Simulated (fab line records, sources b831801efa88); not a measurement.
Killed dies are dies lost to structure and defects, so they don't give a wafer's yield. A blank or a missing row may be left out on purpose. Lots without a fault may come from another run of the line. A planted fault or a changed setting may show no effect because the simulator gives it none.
Which tool did it? | flow sky130 | 11 lots, 33 wafers sampled, at 5 steps of a route of 708

WHAT THE GAUGES READ, wafer by wafer
SKY_GATE_OXIDE_OVL_MEAS_10.
lot  | measured     | on         | GATE_OXIDE_OVL (nm)
L382 | day 13 22:02 | overlay-02 | -0.4 -0.2 -0.9
L385 | day 15 11:24 | overlay-02 | 0.3 -1.0 -0.6
L386 | day 16 01:03 | overlay-02 | -1.0 -1.5 -0.6
L390 | day 17 11:11 | overlay-02 | -0.8 0.1 -3.0
L392 | day 18 02:39 | overlay-01 | -2.5 -2.2 0.1
L393 | day 18 10:03 | overlay-01 | -1.7 -1.1 -1.3
L394 | day 18 17:35 | overlay-02 | -0.7 -0.8 -0.2
L395 | day 19 08:23 | overlay-01 | - - -
L396 | day 19 14:18 | overlay-02 | -2.1 -2.0 -1.2
L404 | day 22 03:54 | overlay-02 | -3.7 -2.2 -3.6
L405 | day 23 01:03 | overlay-02 | -2.5 -2.4 -3.3

SKY_GATE_OXIDE_TW_MEAS_14.
lot  | measured     | on            | GATE_OXIDE_TW
L382 | day 13 22:26 | film_metro-04 | 225.4 224.6 224.6
L385 | day 15 11:47 | film_metro-04 | 225.1 225.3 224.3
L386 | day 16 01:26 | film_metro-01 | 222.5 222.2 221.8
L390 | day 17 11:35 | film_metro-04 | 225.0 224.7 224.6
L392 | day 18 03:03 | film_metro-03 | 220.0 219.7 220.1
L393 | day 18 10:27 | film_metro-03 | 220.3 220.6 220.0
L394 | day 18 18:08 | film_metro-03 | 218.6 220.1 220.0
L395 | day 19 08:46 | film_metro-03 | 29.4 29.4 29.6
L396 | day 19 14:42 | film_metro-01 | 222.9 222.9 222.1
L404 | day 22 04:17 | film_metro-01 | 221.7 220.6 221.4
L405 | day 23 01:27 | film_metro-01 | 221.5 222.1 224.9

SKY_LI_CONTACT_RS_MEAS_22: measures by four-point-probe.
lot  | measured     | on            | LI_CONTACT_W_RS (ohm/sq)
L382 | day 29 10:40 | film_metro-04 | 0.286 0.292 0.287
L385 | day 30 18:20 | film_metro-02 | 0.292 0.290 0.286
L386 | day 31 08:03 | film_metro-04 | 0.287 0.288 0.289
L390 | day 32 17:44 | film_metro-01 | 0.284 0.284 0.279
L392 | day 33 07:02 | film_metro-02 | 0.284 0.283 0.282
L393 | day 33 19:10 | film_metro-02 | 0.281 0.280 0.286
L394 | day 33 22:41 | film_metro-02 | 0.285 0.285 0.285
L396 | day 34 12:34 | film_metro-04 | 0.286 0.282 0.286
L404 | day 36 13:20 | film_metro-02 | 0.288 0.282 0.284
L405 | day 37 05:08 | film_metro-01 | 0.288 0.282 0.287

WHICH TOOL RAN EACH LOT (tool, then ch and the chambers of the sampled wafers, then the start)
lot  | SKY_GATE_OXIDE_EXPOSE_07            | SKY_SD_N_STRIP_11
L382 | iline_stepper-02 ch 0, day 13 08:53 | plasma_asher-03 ch 0,1, day 28 03:44
L385 | iline_stepper-02 ch 0, day 14 20:41 | plasma_asher-04 ch 0,1, day 29 12:43
L386 | iline_stepper-01 ch 0, day 15 11:07 | plasma_asher-01 ch 0,1, day 30 02:17
L390 | iline_stepper-02 ch 0, day 16 22:25 | plasma_asher-04 ch 0,1, day 31 12:41
L392 | iline_stepper-01 ch 0, day 17 11:50 | plasma_asher-01 ch 0,1, day 32 02:05
L393 | iline_stepper-02 ch 0, day 17 18:55 | plasma_asher-03 ch 0,1, day 32 16:02
L394 | iline_stepper-01 ch 0, day 18 03:19 | plasma_asher-04 ch 0,1, day 32 19:50
L395 | iline_stepper-02 ch 0, day 18 17:07 | -
L396 | iline_stepper-02 ch 0, day 18 22:46 | plasma_asher-04 ch 0,1, day 33 10:08
L404 | iline_stepper-02 ch 0, day 21 12:28 | plasma_asher-04 ch 0,1, day 35 09:41
L405 | iline_stepper-01 ch 0, day 22 10:32 | plasma_asher-04 ch 0,1, day 36 01:41
- SKY_GATE_OXIDE_EXPOSE_07: exposes mask LVOM, target cd 600 nm.
- SKY_SD_N_STRIP_11: strips in O2/N2.

WHAT THE TOOLS THEMSELVES READ (means of the sampled wafers that have a number; where no wafer has one, the mark that the record gives instead)
SKY_GATE_OXIDE_EXPOSE_07.
lot  | tool             | stage_vel_mm_s (mm/s)
L382 | iline_stepper-02 | 500.00
L385 | iline_stepper-02 | 499.84
L386 | iline_stepper-01 | 500.04
L390 | iline_stepper-02 | 499.79
L392 | iline_stepper-01 | 499.96
L393 | iline_stepper-02 | 500.10
L394 | iline_stepper-01 | 499.76
L395 | iline_stepper-02 | 500.19
L396 | iline_stepper-02 | 500.09
L404 | iline_stepper-02 | 499.83
L405 | iline_stepper-01 | 499.95

SKY_SD_N_STRIP_11.
lot  | tool            | chamber_pressure_mTorr (mTorr) | drypump_motor_current_A (A) | oes_product_au (a.u.) | strip_time_to_endpoint_s (s)
L382 | plasma_asher-03 | 1500.0                         | 6.3                         | 0.523                 | 22.45
L385 | plasma_asher-04 | 1500.4                         | 5.4                         | 0.527                 | 22.57
L386 | plasma_asher-01 | 1500.3                         | 5.6                         | 0.526                 | 22.54
L390 | plasma_asher-04 | 1499.4                         | 5.1                         | 0.530                 | 22.53
L392 | plasma_asher-01 | 1500.6                         | 5.6                         | 0.531                 | 22.56
L393 | plasma_asher-03 | 1500.8                         | 6.2                         | 0.522                 | 22.57
L394 | plasma_asher-04 | 1499.1                         | 5.4                         | 0.527                 | 22.51
L396 | plasma_asher-04 | 1500.8                         | 5.1                         | 0.524                 | 22.59
L404 | plasma_asher-04 | 1499.4                         | 5.4                         | 0.527                 | 22.53
L405 | plasma_asher-04 | 1499.5                         | 5.4                         | 0.527                 | 22.49

THE ANSWER, worked out from the rows above alone
Rule: what is usual is taken from the lots themselves. Put in order of their means at a reading, lots are off if they are a third of the lots or fewer, leave a main group of 4 or more, and stand apart from it by a gap of 3 or more times the standard deviation of the main group's means; of several such gaps the widest counts. A main group whose means are all the same, to the digits that the tables above print for the reading, isn't used. A lot without any number at a reading at which 4 lots or more have one is off too. The other lots that the step has rows for count as sound. The gauges are gone through in route order, then the tools' own readings, and for those a lot's mean is taken as printed above. The first step at which some lot is off is used, and at that step the reading that is off furthest; a lot without a number counts as furthest.
Off: L395, at SKY_GATE_OXIDE_OVL_MEAS_10 (GATE_OXIDE_OVL). Without a number there: L395. The main group: mean -1.4 nm, standard deviation 0.87.
A tool fits if, at a process step before that reading, it ran every lot that is off, and no sound lot after the first of them. The gauges at SKY_GATE_OXIDE_OVL_MEAS_10 aren't tried: what is off there is off at SKY_GATE_OXIDE_TW_MEAS_14 too, on other tools, and a gauge's error can't cause that. None of those tried fits.

WHAT THE SIMULATOR HAD PUT IN
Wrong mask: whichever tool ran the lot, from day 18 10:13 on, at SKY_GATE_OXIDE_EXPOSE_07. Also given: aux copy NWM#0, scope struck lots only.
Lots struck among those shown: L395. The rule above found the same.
